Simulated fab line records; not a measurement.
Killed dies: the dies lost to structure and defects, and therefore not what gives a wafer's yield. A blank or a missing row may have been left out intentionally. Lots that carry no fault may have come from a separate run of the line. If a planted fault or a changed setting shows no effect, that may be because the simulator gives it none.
One fault seen from 2 desks    flow gf180mcu    each desk has only its own numbers; what lay behind them comes last

FROM THE METROLOGY DESK
Means of the sampled wafers that have a number, per lot and without regard to the tool the lot ran on: this is what the gauges read. A lot is out of limits, marked OUT, if its mean lies more than 4 standard deviations from the usual mean; the brackets give that distance.
Columns: A = HV_LDD_4_TW at GF_HV_LDD_TW_MEAS_50, usual 572; B = HV_LDD_RS at GF_HV_LDD_RS_MEAS_53, usual 418.8 ohm/sq; C = HV_LDD_CVD_54_THK at GF_HV_LDD_THK_MEAS_55, usual 10.03 nm; D = HV_LDD_CVD_56_THK at GF_HV_LDD_THK_MEAS_57, usual 90.1 nm; E = cd_nm at GF_NSD_CD_MEAS_07, usual 400.0 nm
lot   first seen here  A    B      C      D     E
L929  day 13 07:37     584  419.0  10.10  89.5  398.7
L938  day 15 06:11     567  418.7  10.17  91.3  399.1
L942  day 16 22:29     582  419.2  9.98   91.4  398.9
L943  day 17 04:56     585  418.3  9.91   90.2  400.0
L944  day 17 16:57     571  417.3  10.02  91.0  404.4
L945  day 17 21:46     564  418.7  10.08  90.8  400.1
This desk found nothing out of limits on any of the 6 lots.

FOR THE TOOL OWNER'S DESK: litho_track-02
The tool's own readings at GF_NSD_COAT_02 (resist thk 985.6 nm): means of the sampled wafers that have a number, for each lot that ran on this tool. A lot is out of limits, marked OUT, if its mean lies more than 4 standard deviations from the usual mean; the brackets give that distance.
Columns: A = spin_speed_rpm at GF_NSD_COAT_02, usual 2999.9 rpm
lot   first seen here  A
L942  day 17 13:32     2998.3
L943  day 17 18:58     3034.9 (+15) OUT
L944  day 18 07:49     3034.4 (+14) OUT
This desk's finding: out of limits on L943, L944; first on L943, day 17 18:58 (spin_speed_rpm at GF_NSD_COAT_02). L942 stayed within limits.

TAKEN TOGETHER
The tool owner's desk had the chance to raise an alarm at day 17 18:58 on L943, L944.
Metrology desk: nothing out of limits seen.
The metrology desk has L943, L944 on record, within its limits.
Every lot named ran GF_NSD_COAT_02 on litho_track-02.

WHAT WAS PUT IN BY THE SIMULATOR
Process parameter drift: litho_track-02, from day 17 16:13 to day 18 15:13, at GF_NSD_COAT_02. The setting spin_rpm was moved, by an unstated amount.
Shown lots that were struck: L943, L944.
Each desk's first reading out of limits, in hours after the fault started: the tool owner's desk, 3.
